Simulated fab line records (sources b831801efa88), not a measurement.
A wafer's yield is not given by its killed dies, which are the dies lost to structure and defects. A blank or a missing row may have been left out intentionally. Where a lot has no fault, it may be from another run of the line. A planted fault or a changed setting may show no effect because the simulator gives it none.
Commonality check across tools ; flow sky130 ; 11 lots, 33 wafers sampled

WHY THIS WAS OPENED
Of 11 lots, 2 have the reading SONOS_ONO_OXIDATION_THK flagged at SKY_SONOS_ONO_THK_MEAS_01. Fault-free wafers read 2.61 nm, with a standard deviation of 0.052.
Rule: flag the lot when none of its wafers has a number, or when each of its wafers that has one lies beyond 4 standard deviations from that mean. The other lots count as sound.

lot;measured;on;SONOS_ONO_OXIDATION_THK (nm), wafer by wafer;flag
L436;day 11 15:34;film-metro-03;2.55 2.64 2.60;
L439;day 12 21:20;film-metro-01;2.65 2.69 2.66;
L440;day 13 09:59;film-metro-01;2.66 2.70 2.64;
L441;day 13 14:11;film-metro-03;2.62 2.60 2.58;
L442;day 13 19:58;film-metro-02;2.54 2.57 2.56;
L443;day 14 05:20;film-metro-02;2.63 2.61 2.60;
L445;day 14 23:34;film-metro-02;2.58 2.54 2.61;
L446;day 14 23:35;film-metro-01;2.54 2.56 2.60;
L456;day 18 09:51;film-metro-03;3.11 3.09 3.06;FLAGGED
L457;day 18 17:31;film-metro-03;3.09 3.10 3.12;FLAGGED
L458;day 18 22:13;film-metro-01;2.63 2.60 2.53;
The numbers of the flagged lots are 3.09 nm on average: +0.48 nm against the usual, or +9 standard deviations.

WHICH TOOL RAN EACH LOT
The record holds 2 process steps before the reading, out of a route of 708 steps. Each cell gives the tool, then ch followed by the chambers the sampled wafers passed through, then the start.
lot;flag;SKY_VT_ADJUST_PCH_STRIP_09;SKY_SONOS_ONO_OXIDATION_00
L436;;plasma-asher-03 ch 0,1, day 10 13:01;furnace-01 ch 0, day 11 14:12
L439;;plasma-asher-03 ch 1, day 11 19:07;furnace-01 ch 0, day 12 19:59
L440;;plasma-asher-03 ch 0,1, day 12 06:20;furnace-01 ch 0, day 13 08:38
L441;;plasma-asher-01 ch 0,1, day 12 11:14;furnace-02 ch 0, day 13 12:50
L442;;plasma-asher-02 ch 0,1, day 12 13:56;furnace-02 ch 0, day 13 18:37
L443;;plasma-asher-03 ch 0,1, day 12 22:28;furnace-01 ch 0, day 14 03:58
L445;;plasma-asher-03 ch 0, day 13 17:11;furnace-01 ch 0, day 14 22:13
L446;;plasma-asher-03 ch 0,1, day 13 19:44;furnace-01 ch 0, day 14 22:13
L456;FLAGGED;plasma-asher-01 ch 0,1, day 17 02:20;furnace-01 ch 0, day 18 08:29
L457;FLAGGED;plasma-asher-01 ch 0,1, day 17 10:19;furnace-01 ch 0, day 18 16:10
L458;;plasma-asher-01 ch 0,1, day 17 14:43;furnace-02 ch 0, day 18 20:50
These steps, and what they do:
- SKY_VT_ADJUST_PCH_STRIP_09: strips in O2/N2.
- SKY_SONOS_ONO_OXIDATION_00: stabilise 600 s, purge 300 s, target thk 2.6 nm.
- SKY_SONOS_ONO_THK_MEAS_01

FLAGGED AGAINST TOTAL, ONE TOOL AT A TIME (gauges that did the reading follow at the end)
step;tool;lots run;flagged;share of the flagged lots;sound lots run after its first flagged lot
SKY_VT_ADJUST_PCH_STRIP_09;plasma-asher-01;4;2;all;1 (L458)
SKY_VT_ADJUST_PCH_STRIP_09;plasma-asher-02;1;0;none;-
SKY_VT_ADJUST_PCH_STRIP_09;plasma-asher-03;6;0;none;-
SKY_SONOS_ONO_OXIDATION_00;furnace-01;8;2;all;0
SKY_SONOS_ONO_OXIDATION_00;furnace-02;3;0;none;-
SKY_SONOS_ONO_THK_MEAS_01;film-metro-01;4;0;none;-
SKY_SONOS_ONO_THK_MEAS_01;film-metro-02;3;0;none;-
SKY_SONOS_ONO_THK_MEAS_01;film-metro-03;4;2;all;0

WHAT THE TABLE PERMITS
plasma-asher-01 at SKY_VT_ADJUST_PCH_STRIP_09, furnace-01 at SKY_SONOS_ONO_OXIDATION_00 and film-metro-03 at SKY_SONOS_ONO_THK_MEAS_01: these 3 rows of the table ran every flagged lot.
- plasma-asher-01 at SKY_VT_ADJUST_PCH_STRIP_09 ran 4 lots, 2 of them flagged. After the first flagged lot (L458), sound lots still ran on it; a lasting fault on the whole tool would not permit that.
- furnace-01 at SKY_SONOS_ONO_OXIDATION_00 ran 8 lots, 2 of them flagged. Its last sound lot is L445 (day 14 22:13), its first flagged lot L456 (day 18 08:29): a fault that began between those two fits. Its own readings (spike-tc-bottom-C, spike-tc-centre-C, spike-tc-lower-C, spike-tc-top-C, spike-tc-upper-C, tube-center-temp-C, tube_center_temp_C_max) fall more than 4 standard deviations out on all wafers of the flagged lots.
- film-metro-03 at SKY_SONOS_ONO_THK_MEAS_01 ran 4 lots, 2 of them flagged. Its last sound lot is L441 (day 13 14:11), its first flagged lot L456 (day 18 09:51): a fault that began between those two fits.
Because each of these 2 tools fits a fault that began at some hour, counting lots does not separate them. More lots, or a look at what each step does to the wafer, might.

WHAT THE SIMULATOR HAD INSERTED
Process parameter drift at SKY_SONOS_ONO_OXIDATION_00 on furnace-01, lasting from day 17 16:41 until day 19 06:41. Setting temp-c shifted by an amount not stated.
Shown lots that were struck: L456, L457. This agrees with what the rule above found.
